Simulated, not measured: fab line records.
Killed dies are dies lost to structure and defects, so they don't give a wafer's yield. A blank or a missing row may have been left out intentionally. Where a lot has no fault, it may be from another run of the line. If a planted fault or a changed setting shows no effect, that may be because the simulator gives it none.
The same fault as seen by 2 desks || flow gf180mcu || each desk holds nothing but its own numbers, with what lay behind them at the end

## METROLOGY DESK
What the gauges read, lot by lot, whatever tool the lot ran on: means of the sampled wafers that have a number. If a lot's mean is further than 4 standard deviations from the usual mean, the lot is out of limits and carries the mark OUT (the distance appears in the brackets).
Columns: A = V5_W_RS at GF_V5_RS_MEAS_24, usual 0.326 ohm/sq
{"lot": "L624", "first seen here": "day 27 11:10", "A": 0.317}
{"lot": "L625", "first seen here": "day 27 12:08", "A": 0.329}
{"lot": "L626", "first seen here": "day 28 00:14", "A": 0.325}
{"lot": "L627", "first seen here": "day 28 03:52", "A": 0.323}
{"lot": "L633", "first seen here": "day 30 04:06", "A": 0.323}
{"lot": "L635", "first seen here": "day 30 14:23", "A": 0.327}
{"lot": "L639", "first seen here": "day 31 17:43", "A": 0.327}
{"lot": "L640", "first seen here": "day 32 01:00", "A": 0.328}
{"lot": "L643", "first seen here": "day 32 22:11", "A": 0.324}
{"lot": "L644", "first seen here": "day 33 01:25", "A": 0.323}
{"lot": "L645", "first seen here": "day 33 04:03", "A": 0.322}
{"lot": "L646", "first seen here": "day 33 12:37", "A": 0.326}
Result from this desk: across the 12 lots, nothing is out of limits.

## DESK OF THE TOOL OWNER: litho track-03
The tool's own readings at GF_V5_COAT_09 (resist thk 1000 nm): means of the sampled wafers that have a number, for each lot that ran on this tool. If a lot's mean is further than 4 standard deviations from the usual mean, the lot is out of limits and carries the mark OUT (the distance appears in the brackets).
Columns: A = exhaust pa at GF_V5_COAT_09, usual 45.1 Pa
{"lot": "L624", "first seen here": "day 26 23:00", "A": 46.0}
{"lot": "L625", "first seen here": "day 27 00:00", "A": 44.6}
{"lot": "L627", "first seen here": "day 27 16:00", "A": 44.8}
{"lot": "L633", "first seen here": "day 29 17:00", "A": 45.3}
{"lot": "L635", "first seen here": "day 30 04:00", "A": 43.3}
Result from this desk: across the 5 lots, nothing is out of limits.

## TAKEN TOGETHER
Metrology desk: nothing out of limits seen.
Nothing out of limits was seen by the tool owner's desk.

## WHAT THE SIMULATOR PUT IN
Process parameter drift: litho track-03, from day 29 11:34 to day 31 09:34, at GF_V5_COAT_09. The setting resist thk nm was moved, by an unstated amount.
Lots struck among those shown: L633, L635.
